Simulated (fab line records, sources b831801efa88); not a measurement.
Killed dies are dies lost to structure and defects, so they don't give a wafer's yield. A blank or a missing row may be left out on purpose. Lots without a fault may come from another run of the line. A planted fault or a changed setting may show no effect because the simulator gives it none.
fab line records | flow sky130
record lots=6 wafers=17 last_day=50
route steps=708 shown VIA2@525 METAL3@532 CAPM@537 PAD_OPEN@708
lots that met no fault: from a run of the same line without faults
start_h: hours from the record's first day to the start of the lot's first wafer shown | wait_h: hours since the lot's step before | " the same as in the row above | L1.1+2: a row that stands for several wafers | - no value, or no start given | * or withheld: withheld | < > ~ a bound
route shown NAME@n: a module of which the file shows steps, and the number in the route of the first | usual: mean/standard deviation of fault-free wafers | same: alike in all rows | chamber/n: place in a boat | sites: the reading at each site | _std_site: their standard deviation | _edge_site: outer sites' mean less inner sites' | radius_mm: how far each site lies from the wafer's centre | mask NAME#n: copy n | behind: the tool/chamber that last shaped the wafer | hold: why the lot was held/for how many hours/how that ended | device: the transistor (n, p or np) that didn't switch | end of line: the same wafers' tests at the end of the route | a step without rows: its recipe alone | killed: dies lost to structure and defects at the first sort, not the wafer's yield | map: a wafer's dies, x killed, . not, _ none there
set.NAME: the setting as run; set.NAME@STEP: as run at that earlier step | model.NAME: the simulator's own value behind a step, which no gauge read
lots at some steps of the route; a table a step, a row a wafer
services: from which hour (start_h, from the record's first day; less than 0 if before it) a tool's chamber was out of use, for how many hours, and why
## steps
# step SKY_VIA2_CLEAN_18
# recipe chemistry=IPA time_s=180 temp_c=25
# step SKY_VIA2_CLEAN_19
# recipe chemistry=O3/DIW dry=n2_spin
# step SKY_VIA2_SPUTTER_20
# recipe material=TiN target_thk_nm=20 chamber_pressure_pa=5 power_w=4000 time_s=80
# usual throttle_valve_pct=29.7/0.8
# columns lot.wafer tool chamber start_h wait_h throttle_valve_pct
L889.1 pvd_sputter-01 - 875.08 0.0 30.7
L889.3 " - " " 29.6
L889.6 " - " " 30.9
L890.1 pvd_sputter-02 - 880.22 0.0 30.3
L890.4 " - " " 29.3
L890.6 " - " " 29.3
L892.1 pvd_sputter-01 - 910.40 0.0 31.6
L892.2 " - " " 30.6
L892.3 " - " " 29.5
L897.3 pvd_sputter-01 - 926.54 0.0 30.7
L897.6 " - " " 30.7
L905.3 pvd_sputter-01 - 989.80 0.0 31.0
L905.4 " - " " 30.6
L905.5 " - " " 30.7
L906.2 pvd_sputter-03 - 993.65 0.0 29.9
L906.4 " - " " 29.4
L906.5 " - " " 29.2
# step SKY_VIA2_CVD_21
# recipe material=W target_thk_nm=420 time_s=126.4 temp_c=400 pressure_torr=40
# usual heater_power_w=785/57
# columns lot.wafer tool chamber start_h wait_h heater_power_w
L889.1 cvd_w-01 0 875.14 0.0 719
L889.3 " 0 " " 755
L889.6 " 1 " " 845
L890.1 cvd_w-02 1 880.28 0.0 732
L890.4 " 1 " " 752
L890.6 " 0 " " 814
L892.1 cvd_w-01 0 910.46 0.0 748
L892.2 " 1 " " 846
L892.3 " 0 " " 741
L897.3 cvd_w-01 0 926.64 0.1 746
L897.6 " 1 " " 831
L905.3 cvd_w-02 1 989.91 0.1 711
L905.4 " 0 " " 794
L905.5 " 0 " " 794
L906.2 cvd_w-01 0 993.71 0.0 752
L906.4 " 1 " " 871
L906.5 " 0 " " 725
# step SKY_VIA2_RS_MEAS_22
# recipe thk_meas_gauge=four-point-probe reads=W_of_VIA2_CVD_21+TiN_of_VIA2_SPUTTER_20
# usual VIA2_W_RS=0.2759/0.0027
# columns lot.wafer tool chamber start_h wait_h VIA2_W_RS[ohm/sq]
L889.1 film_metro-02 - 875.27 0.1 0.2734
L889.3 " - " " 0.2755
L889.6 " - " " 0.2771
L890.1 film_metro-01 - 880.41 0.1 0.2769
L890.4 " - " " 0.2841
L890.6 " - " " 0.2780
L892.1 film_metro-02 - 910.59 0.1 0.2795
L892.2 " - " " 0.2758
L892.3 " - " " 0.2766
L897.3 film_metro-01 - 926.77 0.1 0.2750
L897.6 " - " " 0.2747
L905.3 film_metro-01 - 990.03 0.1 0.2752
L905.4 " - " " 0.2700
L905.5 " - " " 0.2716
L906.2 film_metro-02 - 993.86 0.1 0.2731
L906.4 " - " " 0.2728
L906.5 " - " " 0.2746
# step SKY_VIA2_THK_MEAS_23
# recipe thk_meas_gauge=xrf reads=W_of_VIA2_CVD_21
# usual VIA2_W_THK=418/10
# columns lot.wafer tool chamber start_h wait_h VIA2_W_THK[nm]
L889.1 film_metro-02 - 875.39 0.1 420
L889.3 " - " " 415
L889.6 " - " " 414
L890.1 film_metro-01 - 880.53 0.1 427
L890.4 " - " " 414
L890.6 " - " " 422
L892.1 film_metro-02 - 910.71 0.1 412
L892.2 " - " " 419
L892.3 " - " " 418
L897.3 film_metro-01 - 926.87 0.1 433
L897.6 " - " " 435
L905.3 film_metro-01 - 990.13 0.1 426
L905.4 " - " " 438
L905.5 " - " " 433
L906.2 film_metro-02 - 993.97 0.1 423
L906.4 " - " " 420
L906.5 " - " " 420
# step SKY_VIA2_CMP_24
# recipe stop_on=SiO2 t_overpolish_s=20 down_force_psi=3.5 platen_rpm=60 target_thk_nm=0 pad_velocity_m_s=0.94248
# step SKY_METAL3_SPUTTER_00
# recipe material=Ti target_thk_nm=15 power_w=3000 time_s=10 chamber_pressure_pa=0.4
# step SKY_METAL3_SPUTTER_01
# recipe material=TiN target_thk_nm=20 power_w=6500 time_s=16.7 chamber_pressure_pa=0.4
# step SKY_METAL3_SPUTTER_02
# recipe material=AlCu target_thk_nm=735 power_w=10600 time_s=39.1 chamber_pressure_pa=0.4
# step SKY_METAL3_SPUTTER_03
# recipe material=Ti target_thk_nm=5 power_w=3000 time_s=3.3 chamber_pressure_pa=0.4
# step SKY_METAL3_SPUTTER_04
# recipe material=TiN target_thk_nm=70 power_w=6500 time_s=58.3 chamber_pressure_pa=0.4
# step SKY_CAPM_CVD_00
# recipe material=SiO2 target_thk_nm=15.5 temp_c=400 time_s=withheld rf_w=450
# usual heater_power_w=706/96
# columns lot.wafer tool chamber start_h wait_h heater_power_w model.SiO2_of_CAPM_CVD_00.thk_nm
L889.1 pecvd-01 1 875.94 0.0 755 15.15
L889.3 " 0 " " 821 15.11
L889.6 " 0 " " 818 15.35
L890.1 pecvd-03 1 881.04 0.0 568 15.47
L890.4 " 0 " " 797 15.85
L890.6 " 2 " " 629 15.89
L892.1 pecvd-03 0 911.23 0.0 683 15.62
L892.2 " 1 " " 480 25.91
L892.3 " 2 " " 709 25.8
L897.3 pecvd-03 2 927.37 0.0 737 25.61
L897.6 " 2 " " 759 15.74
L905.3 pecvd-04 0 990.63 0.0 675 15.51
L905.4 " 0 " " 690 15.6
L905.5 " 2 " " 713 15.71
L906.2 pecvd-03 0 994.48 0.0 801 15.49
L906.4 " 1 " " 566 15.42
L906.5 " 2 " " 770 15.29
# step SKY_CAPM_THK_MEAS_01
# recipe reads=SiO2_of_CAPM_CVD_00
# usual CAPM_CVD_00_THK=15.47/0.2
# columns lot.wafer tool chamber start_h wait_h CAPM_CVD_00_THK[nm]
L889.1 film_metro-04 - 875.96 - 15.20
L889.3 " - " " 15.11
L889.6 " - " " 15.36
L890.1 film_metro-04 - 881.06 - 15.45
L890.4 " - " " 15.91
L890.6 " - " " 15.87
L892.1 film_metro-01 - 911.25 - 15.60
L892.2 " - " " 25.98
L892.3 " - " " 25.77
L897.3 film_metro-04 - 927.41 - 25.56
L897.6 " - " " 15.71
L905.3 film_metro-04 - 990.67 - 15.54
L905.4 " - " " 15.58
L905.5 " - " " 15.69
L906.2 film_metro-01 - 994.51 - 15.54
L906.4 " - " " 15.44
L906.5 " - " " 15.26
# step SKY_CAPM_SPUTTER_02
# recipe material=TiN target_thk_nm=200 temp_c=300 power_w=6500 time_s=166.7 chamber_pressure_pa=0.4
# step SKY_CAPM_RS_MEAS_03
# recipe thk_meas_gauge=four-point-probe reads=TiN_of_CAPM_SPUTTER_02
# usual CAPM_TIN_RS=6.93/0.089
# columns lot.wafer tool chamber start_h wait_h CAPM_TIN_RS[ohm/sq]
L889.1 film_metro-03 - 876.13 0.1 6.76
L889.3 " - " " 6.85
L889.6 " - " " 6.87
L890.1 film_metro-01 - 881.23 0.1 6.91
L890.4 " - " " 6.88
L890.6 " - " " 6.88
L892.1 film_metro-03 - 911.42 0.1 6.77
L892.2 " - " " 6.80
L892.3 " - " " 6.90
L897.3 film_metro-01 - 927.60 0.1 6.86
L897.6 " - " " 6.83
L905.3 film_metro-03 - 990.86 0.1 6.94
L905.4 " - " " 6.89
L905.5 " - " " 6.94
L906.2 film_metro-04 - 994.69 0.1 6.83
L906.4 " - " " 6.90
L906.5 " - " " 6.88
# step SKY_CAPM_THK_MEAS_04
# recipe thk_meas_gauge=xrf reads=TiN_of_CAPM_SPUTTER_02
# usual CAPM_TIN_THK=201.8/2.7
# columns lot.wafer tool chamber start_h wait_h CAPM_TIN_THK[nm]
L889.1 film_metro-03 - 876.25 0.1 206.0
L889.3 " - " " 203.2
L889.6 " - " " 203.1
L890.1 film_metro-01 - 881.35 0.1 203.5
L890.4 " - " " 204.2
L890.6 " - " " 205.1
L892.1 film_metro-03 - 911.54 0.1 205.0
L892.2 " - " " 204.9
L892.3 " - " " 201.6
L897.3 film_metro-01 - 927.70 0.1 204.9
L897.6 " - " " 205.6
L905.3 film_metro-03 - 990.96 0.1 198.8
L905.4 " - " " 200.2
L905.5 " - " " 198.4
L906.2 film_metro-04 - 994.80 0.1 203.7
L906.4 " - " " 201.8
L906.5 " - " " 203.7
# step SKY_CAPM_DEHYDRATE_05
# recipe temp_c=200 time_s=60
# step SKY_CAPM_HMDS_06
# recipe prime_time_s=60 prime_temp_c=120
# step SKY_CAPM_COAT_07
# recipe resist=NOVOLAK spin_rpm=3000 resist_thk_nm=1140
# step SKY_CAPM_SOFTBAKE_08
# recipe temp_c=90 time_s=60 resist=NOVOLAK
# step SKY_CAPM_EXPOSE_09
# recipe mask_id=CAPM na=0.6 source_shape=conventional sigma_outer=0.6 polarization=unpolarized target_cd_nm=1000 dose_mj=159
# step SKY_CAPM_PEB_10
# recipe temp_c=withheld time_s=* resist=NOVOLAK
# step SKY_CAPM_DEVELOP_11
# recipe resist=NOVOLAK developer=TMAH develop_time_s=60 dev_temp_c=23
# step SKY_CAPM_OVL_MEAS_12
# usual CAPM_OVL=-0.7/1.5
# columns lot.wafer tool chamber start_h wait_h CAPM_OVL[nm]
L889.1 overlay-02 - 901.57 0.1 0.3
L889.3 " - " " -0.7
L889.6 " - " " -1.6
L890.1 overlay-02 - 906.76 0.1 2.6
L890.4 " - " " 2.1
L890.6 " - " " 1.3
L892.1 overlay-02 - 935.45 0.1 -1.8
L892.2 " - " " -2.2
L892.3 " - " " -1.9
L897.3 overlay-02 - 951.83 0.1 -0.9
L897.6 " - " " 0.0
L905.3 overlay-01 - 1014.14 0.1 -0.7
L905.4 " - " " -0.7
L905.5 " - " " -1.1
L906.2 overlay-02 - 1017.28 0.1 -1.9
L906.4 " - " " -2.8
L906.5 " - " " -1.3
# step SKY_CAPM_METAL_ETCH_13
# recipe target_depth_nm=220 stop_on=SiO2 chemistry=Cl2/BCl3 target=TiN pressure_mtorr=10 icp_w=900 bias_w=48.5 Cl2_flow_sccm=60 bcl3_flow_sccm=30 time_s=62.9
# usual drypump_motor_current_A=5.4/0.65 mfc_cl2_sccm=60.00/0.19 oes_product_au=0.940/0.0085 throttle_valve_pct=21.902/0.0092
# columns lot.wafer tool chamber start_h wait_h drypump_motor_current_A mfc_cl2_sccm oes_product_au rf_hours_counter_h throttle_valve_pct
L889.1 rie_metal-04 0 901.61 0.0 6.3 59.89 0.954 12 21.891
L889.3 " 0 " " 6.2 59.75 0.943 - 21.890
L889.6 " 0 " " 6.2 59.67 0.945 - 21.906
L890.1 rie_metal-02 0 906.80 0.0 5.0 60.15 0.943 7 21.909
L890.4 " 1 " " 6.5 60.18 0.944 - 21.905
L890.6 " 0 " " 5.0 60.00 0.945 - 21.902
L892.1 rie_metal-03 0 935.49 0.0 5.2 60.26 0.956 18 21.899
L892.2 " 1 " " 4.7 60.26 0.950 9 21.904
L892.3 " 1 " " 4.7 60.11 0.940 - 21.900
L897.3 rie_metal-04 0 951.88 0.0 6.3 60.15 0.946 - 21.887
L897.6 " 1 " " 5.1 59.85 0.947 - 21.905
L905.3 rie_metal-04 1 1014.19 0.0 5.1 59.59 0.940 - 21.909
L905.4 " 0 " " 6.3 60.03 0.935 - 21.892
L905.5 " 1 " " 5.1 59.99 0.936 - 21.902
L906.2 rie_metal-02 0 1017.31 0.0 5.0 59.89 0.947 14 21.902
L906.4 " 0 " " 5.0 59.91 0.949 - 21.896
L906.5 " 1 " " 6.6 59.62 0.948 - 21.915
# step SKY_CAPM_STRIP_14
# recipe chemistry=O2/N2 power_w=1400 pressure_mtorr=1500 platen_temp_c=withheld o2_flow_sccm=3000 n2_flow_sccm=300 overash_fraction=0.5
# step SKY_CAPM_STRIP_15
# recipe chemistry=post_etch_residue_remover time_s=1200 temp_c=72.5
# step SKY_CAPM_CLEAN_16
# recipe chemistry=IPA time_s=180 temp_c=25
# step SKY_CAPM_CLEAN_17
# recipe chemistry=O3/DIW dry=n2_spin
# step SKY_METAL3_DEHYDRATE_05
# recipe temp_c=200 time_s=60
# step SKY_METAL3_HMDS_06
# recipe prime_time_s=60 prime_temp_c=120
# step SKY_METAL3_COAT_07
# recipe resist=BARC temp_c=withheld time_s=withheld spin_rpm=3000 resist_thk_nm=60
# step SKY_METAL3_COAT_08
# recipe resist=KrF-thick spin_rpm=3000 resist_thk_nm=1140
# step SKY_METAL3_SOFTBAKE_09
# recipe temp_c=100 time_s=90 resist=KrF-thick
# step SKY_METAL3_EXPOSE_10
# recipe mask_id=MM3 na=0.68 source_shape=annular sigma_inner=0.4 sigma_outer=0.8 target_cd_nm=300 dose_mj=28
# step SKY_METAL3_PEB_11
# recipe peb_temp_c=withheld peb_time_s=withheld resist=KrF-thick
# step SKY_METAL3_DEVELOP_12
# recipe develop_time_s=60 resist=KrF-thick dev_temp_c=21
# step SKY_METAL3_CD_MEAS_13
# recipe target_cd_nm=300
# usual cd_nm=299.5/1.8
# columns lot.wafer tool chamber start_h wait_h cd_nm
L889.1 cd_sem-02 - 927.61 - 301.0
L889.3 " - " " 301.8
L889.6 " - " " 300.2
L890.1 cd_sem-02 - 932.36 - 300.7
L890.4 " - " " 301.0
L890.6 " - " " 301.3
L892.1 cd_sem-02 - 960.81 - 297.0
L892.2 " - " " 298.0
L892.3 " - " " 297.6
L897.3 cd_sem-01 - 976.95 - 300.6
L897.6 " - " " 301.5
L905.3 cd_sem-02 - 1037.95 - 297.9
L905.4 " - " " 297.9
L905.5 " - " " 299.1
L906.2 cd_sem-01 - 1040.92 - 299.2
L906.4 " - " " 298.8
L906.5 " - " " 299.5
# step SKY_METAL3_OVL_MEAS_14
# usual METAL3_OVL=0/5.7
# columns lot.wafer tool chamber start_h wait_h METAL3_OVL[nm]
L889.1 overlay-01 - 927.73 0.1 3
L889.3 " - " " 5
L889.6 " - " " -3
L890.1 overlay-02 - 932.48 0.1 -5
L890.4 " - " " 0
L890.6 " - " " -3
L892.1 overlay-01 - 960.93 0.1 0
L892.2 " - " " 1
L892.3 " - " " 4
L897.3 overlay-02 - 977.04 0.1 9
L897.6 " - " " 10
L905.3 overlay-02 - 1038.04 0.1 0
L905.4 " - " " 8
L905.5 " - " " 0
L906.2 overlay-02 - 1041.03 0.1 -4
L906.4 " - " " -2
L906.5 " - " " -6
# step SKY_METAL3_DESCUM_15
# recipe chemistry=O2 source_power_w=150 bias_power_w=0 pressure_mtorr=10 temp_c=40 time_s=8
# usual drypump_motor_current_A=5.2/0.55 oes_product_au=0.994/0.0073
# columns lot.wafer tool chamber start_h wait_h drypump_motor_current_A oes_product_au rf_hours_counter_h
L889.1 rie_metal-03 1 927.77 0.0 4.7 0.996 7
L889.3 " 1 " " 4.7 0.999 -
L889.6 " 1 " " 4.7 1.000 -
L890.1 rie_metal-03 1 932.52 0.0 4.7 0.988 8
L890.4 " 1 " " 4.7 0.989 -
L890.6 " 1 " " 4.7 0.997 -
L892.1 rie_metal-02 0 960.97 0.0 5.0 0.999 11
L892.2 " 1 " " 6.4 0.999 0
L892.3 " 0 " " 5.0 1.010 -
L897.3 rie_metal-03 1 977.07 0.0 4.6 0.990 -
L897.6 " 1 " " 4.6 0.992 -
L905.3 rie_metal-02 0 1038.07 0.0 5.0 0.998 -
L905.4 " 1 " " 6.5 0.991 -
L905.5 " 0 " " 5.0 0.993 -
L906.2 rie_metal-02 1 1041.06 0.0 6.4 0.994 5
L906.4 " 0 " " 5.0 0.999 -
L906.5 " 1 " " 6.4 0.992 -
# step SKY_METAL3_ETCH_16
# recipe chemistry=N2/H2 target=BARC ion_energy_ev=200 bias_w=100 pressure_mtorr=30 n2_flow_sccm=100 h2_flow_sccm=200 icp_w=500 stop_on=SiO2 time_s=88.2 target_depth_a=600
# usual drypump_motor_current_A=5.2/0.55 oes_product_au=0.625/0.0046 throttle_valve_pct=13.204/0.0085
# columns lot.wafer tool chamber start_h wait_h drypump_motor_current_A oes_product_au rf_hours_counter_h throttle_valve_pct
L889.1 rie_metal-03 1 927.83 0.1 4.7 0.626 7 13.210
L889.3 " 1 " " 4.7 0.610 - 13.203
L889.6 " 1 " " 4.7 0.617 - 13.198
L890.1 rie_metal-03 1 932.55 0.0 4.7 0.623 8 13.197
L890.4 " 1 " " 4.7 0.626 - 13.201
L890.6 " 1 " " 4.7 0.630 - 13.204
L892.1 rie_metal-02 0 961.00 0.0 5.0 0.621 11 13.195
L892.2 " 1 " " 6.4 0.627 0 13.198
L892.3 " 0 " " 5.0 0.624 - 13.213
L897.3 rie_metal-03 1 977.13 0.0 4.6 0.629 - 13.195
L897.6 " 1 " " 4.6 0.633 - 13.205
L905.3 rie_metal-02 0 1038.13 0.0 5.1 0.618 - 13.203
L905.4 " 1 " " 6.4 0.628 - 13.202
L905.5 " 0 " " 5.0 0.619 - 13.187
L906.2 rie_metal-02 1 1041.09 0.0 6.5 0.626 5 13.202
L906.4 " 0 " " 5.0 0.623 - 13.201
L906.5 " 1 " " 6.4 0.623 - 13.203
# step SKY_METAL3_ETCH_17
# recipe target=SiO2 stop_on=TiN chemistry=C4F8/O2/Ar source_w=1500 bias_w=1200 pressure_mtorr=40 c4f8_flow_sccm=withheld O2_flow_sccm=6 Ar_flow_sccm=300 time_s=3.9 target_depth_a=150
# usual oes_product_au=0.754/0.0064
# columns lot.wafer tool chamber start_h wait_h oes_product_au model.etch.depth_nm
L889.1 rie_diel-02 1 928.03 0.2 0.747 15.15
L889.3 " 2 " " 0.744 15.11
L889.6 " 2 " " 0.745 15.35
L890.1 rie_diel-04 0 932.65 0.1 0.756 15.47
L890.4 " 1 " " 0.768 15.85
L890.6 " 1 " " 0.768 15.89
L892.1 rie_diel-04 0 961.10 0.1 0.761 15.62
L892.2 " 1 " " 1.000 25.63
L892.3 " 2 " " 1.011 25.8
L897.3 rie_diel-02 2 977.19 0.0 0.992 25.16
L897.6 " 3 " " 0.758 15.74
L905.3 rie_diel-02 1 1038.19 0.0 0.755 15.51
L905.4 " 0 " " 0.758 15.6
L905.5 " 1 " " 0.760 15.71
L906.2 rie_diel-03 0 1041.19 0.1 0.755 15.49
L906.4 " 3 " " 0.749 15.42
L906.5 " 2 " " 0.756 15.29
# step SKY_PAD_OPEN_PROBE_99
# usual defect_limited_yield=82.6/1.8 killed_at_M0_to_M3=43/6.6 killed_at_M4_up=2.9/1.6 killed_at_contacts=24/4.9 killed_at_front_end=15/4.5 killed_at_other=0.2/0.45 killed_dies=86/8.8 killed_open=48/6.4 killed_short=38/5.6
# same gross_dies=492 killed_at_back_side=0
# columns lot.wafer tool chamber start_h wait_h defect_limited_yield[%] killed_at_M0_to_M3 killed_at_M4_up killed_at_contacts killed_at_front_end killed_at_other killed_dies killed_open killed_short model.etest.tester.sort_n_pass model.etest.tester.sort_yield_pct model.etest.tester.sort_bin_3_pct model.etest.tester.sort_bin_5_pct model.etest.nfet_01v8.over_limit model.etest.res_li.short model.etest.sonos_programmed.short model.etest.diode_nwell_sub.over_limit
L889.1 prober-01 - 1097.07 0.1 83.9 34 3 30 12 0 79 48 31 413 83.94 0.2033 10.77 0 0 0 0
L889.3 prober-01 - 1097.17 0.2 82.3 44 2 28 13 0 87 44 43 405 82.32 0.813 11.18 0 0 0 0
L889.6 prober-01 - 1097.32 0.2 85.4 38 3 18 13 0 72 40 32 420 85.37 1.22 8.537 0 0 0 0
L890.1 prober-02 - 1102.94 0.1 86.0 38 4 12 15 0 69 36 33 423 85.98 0.813 6.301 0 0 0 0
L890.4 prober-02 - 1103.09 0.2 83.9 39 4 18 17 1 79 41 38 413 83.94 0.4065 9.553 0 0 0 0
L890.6 prober-02 - 1103.19 0.2 86.2 26 4 26 12 0 68 43 25 424 86.18 0.813 8.537 0 0 0 0
L892.1 prober-01 - 1126.24 0.1 83.9 42 3 17 17 0 79 46 33 413 83.94 1.22 9.146 0 0 0 0
L892.2 prober-01 - 1126.29 0.1 85.0 37 6 21 10 0 74 38 36 0 0 57.62 35.87 1 1 1 1
L892.3 prober-01 - 1126.34 0.2 80.5 50 3 25 18 0 96 58 38 0 0 15.06 75.59 0 0 0 0
L897.3 prober-02 - 1140.13 0.2 82.1 51 6 23 7 1 88 45 43 0 0 63.06 29.42 1 1 1 1
L897.6 prober-02 - 1140.28 0.2 83.3 38 2 29 13 0 82 46 36 410 83.33 1.016 10.16 0 0 0 0
L905.3 prober-02 - 1186.23 0.2 82.7 46 3 20 16 0 85 43 42 407 82.72 1.22 9.756 0 0 0 0
L905.4 prober-02 - 1186.28 0.2 79.5 45 3 32 21 0 101 60 41 391 79.47 0.813 12.8 0 0 0 0
L905.5 prober-02 - 1186.33 0.2 80.1 53 3 29 13 0 98 57 41 394 80.08 1.016 11.59 0 0 0 0
L906.2 prober-01 - 1188.29 0.1 85.2 33 3 23 14 0 73 44 29 419 85.16 0.2033 9.553 0 0 0 0
L906.4 prober-01 - 1188.39 0.2 83.1 41 2 24 16 0 83 45 38 409 83.13 1.22 9.146 0 0 0 0
L906.5 prober-01 - 1188.44 0.2 83.1 40 2 20 21 0 83 43 40 409 83.13 0.4065 9.959 0 0 0 0
# killed by level:class
L889.1 LI_CONTACT:geometric_particle:open=10 CONTACT:geometric_particle:open=9 VIA3:geometric_particle:open=8 VIA1:geometric_particle:open=6 VIA2:geometric_particle:short=5 CONTACT:geometric_particle:short=4 FIELD_ISO:geometric_particle:short=3 POLY_GATE:geometric_particle:open=3
L889.3 CONTACT:geometric_particle:open=13 VIA1:geometric_particle:open=11 LOCAL_INTERCONNECT:geometric_particle:short=7 METAL1:geometric_particle:short=6 METAL2:geometric_particle:short=6 VIA2:geometric_particle:open=6 FIELD_ISO:geometric_particle:short=5 VIA3:geometric_particle:open=5
L889.6 VIA1:geometric_particle:open=11 CONTACT:geometric_particle:open=8 VIA1:geometric_particle:short=5 METAL2:geometric_particle:short=5 FIELD_ISO:geometric_particle:open=4 FIELD_ISO:geometric_particle:short=3 LI_CONTACT:geometric_particle:open=3 LOCAL_INTERCONNECT:geometric_particle:open=3
L890.1 VIA1:geometric_particle:open=8 FIELD_ISO:geometric_particle:open=5 CONTACT:geometric_particle:open=5 CONTACT:geometric_particle:short=4 METAL1:geometric_particle:short=4 METAL2:geometric_particle:short=4 VIA2:geometric_particle:short=4 METAL3:geometric_particle:short=4
L890.4 VIA2:geometric_particle:open=11 VIA1:geometric_particle:open=9 POLY_GATE:geometric_particle:short=6 CONTACT:geometric_particle:open=6 LOCAL_INTERCONNECT:geometric_particle:short=4 VIA3:geometric_particle:open=4 FIELD_ISO:geometric_particle:short=3 SPACER:geometric_particle:short=3
L890.6 LI_CONTACT:geometric_particle:open=10 CONTACT:geometric_particle:open=10 VIA3:geometric_particle:open=7 POLY_GATE:geometric_particle:open=5 VIA1:geometric_particle:open=5 VIA3:geometric_particle:short=3 LOCAL_INTERCONNECT:geometric_particle:short=3 CONTACT:geometric_particle:short=3
L892.1 LI_CONTACT:geometric_particle:open=10 VIA1:geometric_particle:open=7 VIA2:geometric_particle:open=7 VIA3:geometric_particle:open=6 POLY_GATE:geometric_particle:short=5 VIA2:geometric_particle:short=5 FIELD_ISO:geometric_particle:open=4 METAL1:geometric_particle:short=4
L892.2 CONTACT:geometric_particle:open=9 LI_CONTACT:geometric_particle:open=6 METAL1:geometric_particle:short=6 METAL4:geometric_particle:short=6 VIA1:geometric_particle:open=6 VIA2:geometric_particle:open=6 METAL2:geometric_particle:short=4 LI_CONTACT:geometric_particle:short=3
L892.3 LI_CONTACT:geometric_particle:open=13 CONTACT:geometric_particle:open=10 VIA1:geometric_particle:open=10 METAL1:geometric_particle:short=8 VIA2:geometric_particle:open=7 METAL2:geometric_particle:short=7 FIELD_ISO:geometric_particle:open=6 FIELD_ISO:geometric_particle:short=5
L897.3 VIA1:geometric_particle:open=13 VIA3:geometric_particle:open=9 CONTACT:geometric_particle:open=8 LI_CONTACT:geometric_particle:open=6 CONTACT:geometric_particle:short=6 METAL1:geometric_particle:short=5 METAL2:geometric_particle:short=5 VIA1:geometric_particle:short=4
L897.6 LI_CONTACT:geometric_particle:open=10 CONTACT:geometric_particle:open=10 VIA1:geometric_particle:open=8 FIELD_ISO:geometric_particle:short=7 VIA3:geometric_particle:open=6 METAL1:geometric_particle:short=5 VIA1:geometric_particle:short=5 LI_CONTACT:geometric_particle:short=4
L905.3 VIA1:geometric_particle:open=13 VIA1:geometric_particle:short=9 VIA2:geometric_particle:open=6 FIELD_ISO:geometric_particle:short=5 METAL2:geometric_particle:short=5 LI_CONTACT:geometric_particle:open=5 LOCAL_INTERCONNECT:geometric_particle:short=5 CONTACT:geometric_particle:open=4
L905.4 CONTACT:geometric_particle:open=14 VIA1:geometric_particle:open=12 VIA3:geometric_particle:open=9 METAL2:geometric_particle:short=7 LOCAL_INTERCONNECT:geometric_particle:short=7 FIELD_ISO:geometric_particle:open=6 LI_CONTACT:geometric_particle:open=6 FIELD_ISO:geometric_particle:short=4
L905.5 LI_CONTACT:geometric_particle:open=12 VIA3:geometric_particle:open=11 VIA2:geometric_particle:open=9 VIA1:geometric_particle:open=8 FIELD_ISO:geometric_particle:open=6 VIA1:geometric_particle:short=6 CONTACT:geometric_particle:open=6 METAL1:geometric_particle:short=6
L906.2 CONTACT:geometric_particle:open=8 LI_CONTACT:geometric_particle:open=7 VIA1:geometric_particle:open=6 VIA3:geometric_particle:open=6 FIELD_ISO:geometric_particle:open=5 METAL1:geometric_particle:short=5 VIA2:geometric_particle:open=5 CONTACT:geometric_particle:short=4
L906.4 VIA1:geometric_particle:open=9 FIELD_ISO:geometric_particle:open=6 LI_CONTACT:geometric_particle:open=6 VIA2:geometric_particle:open=6 CONTACT:geometric_particle:open=5 CONTACT:geometric_particle:short=5 METAL2:geometric_particle:short=5 METAL3:geometric_particle:short=4
L906.5 CONTACT:geometric_particle:open=9 VIA1:geometric_particle:open=7 POLY_GATE:geometric_particle:open=6 VIA2:geometric_particle:short=6 VIA2:geometric_particle:open=6 FIELD_ISO:geometric_particle:short=5 CONTACT:geometric_particle:short=5 POLY_GATE:geometric_particle:short=4
## services
# columns tool chamber start_h hours kind
pecvd-01 - 854.90 6.0 pm
rie_diel-03 1 855.68 4.3 repair
rie_diel-04 - 858.26 15.6 pm
pecvd-04 2 865.78 5.3 repair
rie_diel-03 3 871.34 9.9 repair
pecvd-04 2 876.83 23.5 repair
cvd_w-02 - 884.86 0.3 repair
cvd_w-02 0 887.51 11.7 repair
pecvd-01 - 890.63 1.1 repair
rie_diel-04 2 897.24 20.0 repair
cvd_w-02 - 904.00 14.0 pm
pvd_sputter-03 - 914.28 8.7 repair
pvd_sputter-01 - 916.24 2.6 repair
rie_metal-03 0 921.73 4.9 repair
rie_metal-03 0 927.25 2.4 repair
rie_metal-04 - 929.45 5.5 repair
rie_diel-03 1 930.80 9.1 repair
rie_diel-02 2 946.10 2.4 repair
rie_diel-04 - 974.63 4.3 pm
rie_diel-02 3 993.78 1.5 repair
pvd_sputter-01 - 994.09 2.0 repair
rie_diel-02 0 994.21 11.4 repair
rie_diel-04 2 1022.74 51.9 repair
cvd_w-01 - 1037.88 6.9 pm
## key
first_sign step=SKY_CAPM_THK_MEAS_01 reading=CAPM_CVD_00_THK direction=up sigmas=52 usual=15.47 struck=25.77
effect step=SKY_METAL3_ETCH_17 reading=oes_product_au direction=up sigmas=39 usual=0.754 struck=1.001
model_effect step=SKY_CAPM_CVD_00 value=SiO2_of_CAPM_CVD_00.thk_nm without=15.49 struck=25.77
model_effect step=SKY_METAL3_ETCH_17 value=etch.depth_nm without=15.49 struck=25.53
model_effect step=SKY_PAD_OPEN_PROBE_99 value=etest.tester.sort_n_pass without=406 struck=0
met_at SKY_CAPM_CVD_00
struck_wafers L892.2,L892.3,L897.3
onset_between 881.04 911.23
fault kind=process_parameter_drift tool=pecvd-03 chamber=- onset_h=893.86 steps=SKY_CAPM_CVD_00 channel=target_thk_nm offset=10.361 shape=step end_h=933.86 scope=struck_wafers_only acts_in=these_recipes_only stated=15.5
